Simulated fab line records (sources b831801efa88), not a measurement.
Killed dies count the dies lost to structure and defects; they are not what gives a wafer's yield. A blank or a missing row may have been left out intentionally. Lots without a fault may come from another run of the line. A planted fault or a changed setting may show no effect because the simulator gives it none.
Struck lot and sound lot, side by side ; flow gf180mcu ; 14 out of 602 route steps
Sound: these wafers, L986.2, L986.3, L986.5. The struck wafers were L998.2, L998.3, L998.6. The cause comes at the end.
Order at every step that has rows: each side's tool, ch and its chambers, its first start. Under that, the readings that differ: sound wafers ; struck wafers ; difference of the means ; sigmas: that difference in standard deviations of wafers without a fault.
alike: words and numbers the same on both sides, and readings whose means are apart by under 2 such deviations; not compared: readings that were withheld, readings missing a value for some wafer, numbers with overlapping values and no deviation given by the record, and bounds like >300 which may hide the same value.
The two part at a step that has a row with sigmas, a row that says differs or no value, or rows on one side only. Non-overlapping numbers with no deviation appear without sigmas and do not part them. A reading that every wafer of one side lacks parts them only if that side has two wafers or more.

first, 1 step without rows for these wafers: GF_MVPSD_DEVELOP_06 (develop time 60 s).
GF_MVPSD_OVL_MEAS_07:
  sound: overlay-02 at day 6 06:59; struck: overlay-01 at day 9 07:36
  alike: MVPSD_OVL
then, 2 steps without rows for these wafers: GF_MVPSD_IMPLANT_08; GF_MVPSD_IMPLANT_09.
GF_MVPSD_STRIP_10: strips in O2/N2.
  sound on plasma_asher-02 ch 0,1, day 6 07:19; struck on plasma_asher-04 ch 0,1, day 9 07:56
  alike: drypump_motor_current_A, heater_power_w, o2_flow_sccm, oes_product_au, strip_time_to_endpoint_s
  not compared: rf_hours_counter_h
GF_MVPSD_TW_MEAS_11:
  sound: film_metro-03 at day 6 07:25; struck: film_metro-03 at day 9 08:02
  alike: MVPSD_TW
then, 6 steps without rows for these wafers: GF_VT_IMPLANT_DEHYDRATE_00 (time 60 s); GF_VT_IMPLANT_HMDS_01 (prime time 60 s); GF_VT_IMPLANT_COAT_02 (resist thk 1000 nm); GF_VT_IMPLANT_SOFTBAKE_03 (time 60 s); GF_VT_IMPLANT_EXPOSE_04 (exposes mask LVPWELL LV AREA, target cd 600 nm); GF_VT_IMPLANT_PEB_05.
GF_VT_IMPLANT_DEVELOP_06: develop time 60 s.
  sound on litho_track-03 ch 0, day 6 22:08; struck on litho_track-01, day 10 00:30
  no value came back on the struck wafers for chill_plate_temp_C (C), develop_time_s (s); on the sound wafers chill_plate_temp_C (C) reads 23.12 23.02 23.06
GF_VT_IMPLANT_OVL_MEAS_07:
  sound: overlay-01 at day 6 22:16; struck: overlay-01 at day 10 00:38
reading;sound;struck;difference;sigmas
VT_IMPLANT_OVL (nm);0.0 -0.8 -2.6;- - -;no value on the struck wafers;

== WHERE THEY PART ==
Earliest at GF_VT_IMPLANT_DEVELOP_06; latest, in this record, at GF_VT_IMPLANT_OVL_MEAS_07.

WHY: the cause the simulator had injected
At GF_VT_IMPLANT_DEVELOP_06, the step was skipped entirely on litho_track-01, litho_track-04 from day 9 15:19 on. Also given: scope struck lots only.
